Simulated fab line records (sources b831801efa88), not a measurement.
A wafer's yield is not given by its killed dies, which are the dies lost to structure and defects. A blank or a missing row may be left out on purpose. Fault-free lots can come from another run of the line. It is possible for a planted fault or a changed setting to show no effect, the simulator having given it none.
A lot that was struck, set against a sound lot -- flow sky130 -- 14 steps out of a route of 708
Sound: the wafers L756.1, L756.3, L756.6. The struck wafers were L766.1, L766.4, L766.6. Last of all comes the cause.
At each step with rows: each side's tool, then ch and its chambers, then its first start. Under that, the readings that differ: sound wafers -- struck wafers -- difference of the means -- sigmas: that difference in standard deviations of wafers without a fault.
alike: a reading whose means differ by less than 2 such deviations, as well as words and numbers matching on both sides. not compared: withheld readings; readings where some wafer has no value; bounds like >300 that might hide an equal value; numbers whose values overlap and for which the record gives no deviation.
The two part at a step that has a row with sigmas, a row that says differs or no value, or rows on one side only. Numbers that have no deviation but don't overlap get no sigmas and don't part them. Lack of a reading on every wafer of one side parts them only where that side has two or more wafers.

SKY_CAP2M_METAL_ETCH_13: etches TiN in Cl2/BCl3, stops on SiO2, target depth 220 nm, time 62.9 s.
  sound on rie metal-04 ch 0, day 42 06:13; struck on rie metal-04 ch 0, day 44 00:24
  alike: drypump motor current A, oes product au, throttle valve pct
  not compared: rf hours counter h
SKY_CAP2M_STRIP_14: strips in O2/N2.
  sound on plasma asher-01 ch 0,1, day 42 06:22; struck on plasma asher-02 ch 0,1, day 44 00:29
  alike: drypump motor current A, oes product au, strip time to endpoint s
  not compared: rf hours counter h
then, 10 steps without rows for these wafers: SKY_CAP2M_STRIP_15 (strips in post etch residue remover, time 1200 s); SKY_CAP2M_CLEAN_16 (cleans in IPA, time 180 s); SKY_CAP2M_CLEAN_17 (cleans in O3/DIW); SKY_METAL4_DEHYDRATE_05 (time 60 s); SKY_METAL4_HMDS_06 (prime time 60 s); SKY_METAL4_COAT_07 (resist thk 60 nm); SKY_METAL4_COAT_08 (resist thk 1140 nm); SKY_METAL4_SOFTBAKE_09 (time 90 s); SKY_METAL4_EXPOSE_10 (exposes mask MM4, target cd 300 nm); SKY_METAL4_PEB_11.
SKY_METAL4_DEVELOP_12: develop time 60 s.
  sound on litho track-03 ch 0, day 43 05:00; struck on litho track-03 ch 0, day 44 22:00
reading,sound,struck,difference,sigmas
developer temp C (C),20.98 20.97 21.04,20.24 20.27 20.24,-0.75,-8
  alike: exhaust pa
SKY_METAL4_CD_MEAS_13: target cd 300 nm.
  sound on cd sem-02 at day 43 05:35; struck on cd sem-02 at day 44 22:50
  alike: cd nm

== WHERE THEY PART ==
At SKY_METAL4_DEVELOP_12 and nowhere else, as far as this record goes. Later steps at which nothing parts them and some readings are alike: SKY_METAL4_CD_MEAS_13.

WHY: whatever the simulator had introduced
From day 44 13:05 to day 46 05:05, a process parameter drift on litho track-03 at SKY_METAL4_DEVELOP_12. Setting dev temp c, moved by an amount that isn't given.
